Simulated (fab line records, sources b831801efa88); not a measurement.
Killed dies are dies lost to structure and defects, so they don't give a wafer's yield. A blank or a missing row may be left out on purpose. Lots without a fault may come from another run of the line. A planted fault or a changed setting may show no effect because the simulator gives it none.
One fault seen from 2 desks | flow sfq_line | each desk has only its own numbers; what lay behind them comes last

THE METROLOGY DESK
What the gauges read, lot by lot, whatever tool the lot ran on: means of the sampled wafers that have a number. A lot is out of limits, marked OUT, if its mean lies more than 4 standard deviations from the usual mean; the brackets give that distance.
Columns: A = M4_NB_RS at SFQ_M4_RS_MEAS_924, usual 0.888 ohm/sq; B = M4_OVL at SFQ_M4_OVL_MEAS_926, usual 2 nm
lot  | first seen here | A     | B
L766 | day 38 03:08    | 0.893 | 7
L772 | day 46 13:03    | 0.894 | 3
L773 | day 46 20:22    | 0.895 | 9
L775 | day 47 12:40    | 0.900 | -2
L778 | day 52 18:08    | 0.880 | 3
L785 | day 55 04:10    | 0.891 | -4
This desk's finding: nothing out of limits on any of the 6 lots.

THE TOOL OWNER'S DESK: rie_metal-04
The tool's own readings at SFQ_TRILAYER_M4_BARC_OPEN_METAL_ETCH_123 (etches BARC in O2, target depth 125 nm, time 41.7 s): means of the sampled wafers that have a number, for each lot that ran on this tool. A lot is out of limits, marked OUT, if its mean lies more than 4 standard deviations from the usual mean; the brackets give that distance.
Columns: A = bias_w at SFQ_TRILAYER_M4_BARC_OPEN_METAL_ETCH_123, usual 80.01 W; B = drypump_motor_current_A at SFQ_TRILAYER_M4_BARC_OPEN_METAL_ETCH_123, usual 5.8 A; C = oes_product_au at SFQ_TRILAYER_M4_BARC_OPEN_METAL_ETCH_123, usual 0.686 a.u.; D = rf_fwd_power_W at SFQ_TRILAYER_M4_BARC_OPEN_METAL_ETCH_123, usual 593.4 W
lot  | first seen here | A     | B   | C     | D
L772 | day 46 22:55    | 80.09 | 5.8 | 0.686 | 592.1
L773 | day 47 10:26    | 80.04 | 5.8 | 0.684 | 590.3
L778 | day 52 20:42    | 80.05 | 5.4 | 0.687 | 594.5
This desk's finding: nothing out of limits on any of the 3 lots.

PUT TOGETHER
The metrology desk saw nothing out of limits.
The tool owner's desk saw nothing out of limits.

WHAT THE SIMULATOR HAD PUT IN
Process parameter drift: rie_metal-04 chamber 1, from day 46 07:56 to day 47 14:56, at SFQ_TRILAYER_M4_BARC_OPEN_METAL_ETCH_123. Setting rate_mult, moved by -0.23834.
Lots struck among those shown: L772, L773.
